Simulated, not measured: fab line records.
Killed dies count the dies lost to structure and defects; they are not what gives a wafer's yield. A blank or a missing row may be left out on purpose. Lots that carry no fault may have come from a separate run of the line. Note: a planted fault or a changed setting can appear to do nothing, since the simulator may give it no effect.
Code-filled problem report in 8D (eight disciplines) form || flow sky130 || the parts of the form that need people (team, actions taken, sign-off) are left out

## 1. WHAT WENT WRONG
At SKY_VIA2_CVD_21, chamberPressureTorr averages 35.73 Torr over 6 wafers from 2 lots, while fault-free wafers read 40.01 Torr, standard deviation 0.09. That puts it -48 standard deviations away from the usual mean.
The step: deposits W, target thk 420 nm, time 126.4 s.
Seen first at day 40 23:08 on cvdW-02, wafer L829.2. The record has a number at this step for 36 wafers belonging to 12 lots. Rule for "out", or "out of limits": more than 4 standard deviations from the usual mean. The rest of the wafers with a number are treated as sound.

## 2. WHAT IT IS AND WHAT IT IS NOT
{"question": "which readings at this step", "is": "chamberPressureTorr", "is not": "heaterPowerOuterW, heaterPowerW"}
{"question": "which lots", "is": "L829, L832", "is not": "L816, L818, L820, L821, L822, L824, L825, L827, L828, L831"}
{"question": "which wafers of those lots", "is": "all that have a number", "is not": "-"}
{"question": "read on which tools", "is": "cvdW-02", "is not": "cvdW-01"}
{"question": "when", "is": "from day 40 23:08", "is not": "up to then (27 sound wafers); but 3 sound wafers of L831 came after"}

## 3. THE SUSPECTS, EACH WITH WHAT RULES IT OUT
Counting: a tool at a process step up to the reading stays a suspect if it ran every lot that is out and no sound lot after the first of them.
- cvdW-02 at SKY_VIA2_CVD_21 (deposits W, target thk 420 nm, time 126.4 s): kept. All lots that are out passed through it, beginning with L829 at day 40 23:08, and no sound lot followed; its final sound lot before that point was L827 at day 40 07:41. Its own readings are out on those wafers: chamberPressureTorr.
Left after counting: cvdW-02 at SKY_VIA2_CVD_21.

## 4. THE CAUSE (what the simulator had put in)
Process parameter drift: cvdW-02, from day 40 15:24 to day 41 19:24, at SKY_VIA2_CVD_21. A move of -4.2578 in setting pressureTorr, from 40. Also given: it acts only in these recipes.
Only this tool survived the counting.

## 5. THE EFFECT CHAIN, in route order
Rows list readings where the struck wafers' mean (over those with a number) sits beyond 3 standard deviations from the usual. Only readings whose record carries a usual standard deviation are examined. hours: median over the lots of the time between each lot's start at the first step of this table that gives one and its start at this step. sigmas: the change, counted in usual standard deviations.
{"hours": 0, "step": "SKY_VIA2_CVD_21", "reading": "chamberPressureTorr", "usual": "40.01 Torr", "on struck wafers": 35.73, "change": -4.28, "sigmas": -48}
It contains these process steps:
- SKY_VIA2_CVD_21: deposits W, target thk 420 nm, time 126.4 s.
Later steps that measure or inspect, where all struck wafers having a row at the step show a number for every such reading and not one has moved that far: SKY_VIA2_RS_MEAS_22.

## 6. WHAT WOULD HAVE CAUGHT IT SOONER
The fault began at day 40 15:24; the first out-of-limits reading in this record came at day 40 23:08, 8 hours later.
